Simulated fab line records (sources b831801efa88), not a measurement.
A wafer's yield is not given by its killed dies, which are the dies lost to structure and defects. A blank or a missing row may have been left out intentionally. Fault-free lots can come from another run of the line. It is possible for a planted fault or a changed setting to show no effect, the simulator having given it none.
A struck lot beside a sound one	flow sky130	15 out of 708 route steps
Sound: the wafers L854.2, L854.3, L854.4. Wafers L850.3, L850.5, L850.6 were the ones struck. The cause comes at the end.
Per side, at each step with rows, come the tool, then ch with its chambers, and then its first start. Under that, the readings that differ: sound wafers	struck wafers	difference of the means	sigmas: that difference in standard deviations of wafers without a fault.
alike: readings whose means differ by less than 2 such deviations, and words and numbers that are the same on both sides. not compared: withheld readings, readings that some wafer has no value for, bounds like >300 that may hide the same value, and numbers for which the record gives no deviation and whose values overlap.
Wherever a step has rows on one side only, a row that says differs or no value, or a row with sigmas, the two part there. Non-overlapping numbers with no deviation appear without sigmas and do not part them. Lack of a reading on every wafer of one side parts them only where that side has two or more wafers.

SKY_LDD_HVP_STRIP_09: strips in O2/N2.
  sound on plasma-asher-01 ch 0,1, day 29 12:20; struck on plasma-asher-02 ch 0,1, day 28 08:36
  alike: drypump-motor-current-A, oes-product-au, strip-time-to-endpoint-s
  not compared: rf-hours-counter-h
SKY_LDD_HVP_TW_MEAS_10:
  sound on film-metro-04 at day 29 12:27; struck on film-metro-04 at day 28 08:41
  alike: LDD_HVP_TW
then, 7 steps without rows for these wafers: SKY_LDD_LDN_DEHYDRATE_00 (time 60 s); SKY_LDD_LDN_HMDS_01 (prime time 60 s); SKY_LDD_LDN_COAT_02 (resist thk 1140 nm); SKY_LDD_LDN_SOFTBAKE_03 (time 60 s); SKY_LDD_LDN_EXPOSE_04 (exposes mask LDNTM, target cd 700 nm); SKY_LDD_LDN_PEB_05; SKY_LDD_LDN_DEVELOP_06 (develop time 60 s).
SKY_LDD_LDN_OVL_MEAS_07:
  sound on overlay-02 at day 30 16:05; struck on overlay-02 at day 29 12:38
reading	sound	struck	difference	sigmas
LDD_LDN_OVL (nm)	2.2 2.7 1.2	0.8 -1.6 -1.5	-2.8	-2
then, 2 steps without rows for these wafers: SKY_LDD_LDN_IMPLANT_08; SKY_LDD_LDN_IMPLANT_09.
SKY_LDD_LDN_IMPLANT_10:
  sound on implanter-04 ch 0, day 30 16:26; struck on implanter-01 ch 0, day 29 13:01
reading	sound	struck	difference	sigmas
dose-ions-cm2	1.2496e+13 1.2508e+13 1.2502e+13	8.367e+12 8.363e+12 8.367e+12	-4.136e+12	-99 or more
faraday-current-uA	68.3 70.1 70.2	47.4 47.1 47.1	-22.3	-16
after that, 1 step had no rows for these wafers: SKY_LDD_LDN_IMPLANT_11.
-- here the record skips 21 days between the struck wafers' starts before and after, leaving off in module LDD_LDN and picking up in module PAD_OPEN (first step shown: number 708 of the route) --
SKY_PAD_OPEN_PROBE_99:
  sound on prober-02 at day 51 06:26; struck on prober-02 at day 50 12:25
reading	sound	struck	difference	sigmas
model.etest.tip-sonos.rs-ohm-sq	2737 2760 2768	2791 2772 2837	+45	
  alike: killed_at_M0_to_M3, killed_at_M4_up, killed-at-contacts, killed-at-front-end, killed-at-other, killed-dies, killed-open, killed-short

## WHERE THEY PART
First at SKY_LDD_LDN_OVL_MEAS_07; last, within this record, at SKY_LDD_LDN_IMPLANT_10. Later steps at which nothing parts them and some readings are alike: SKY_PAD_OPEN_PROBE_99.

WHY: what the simulator had put in
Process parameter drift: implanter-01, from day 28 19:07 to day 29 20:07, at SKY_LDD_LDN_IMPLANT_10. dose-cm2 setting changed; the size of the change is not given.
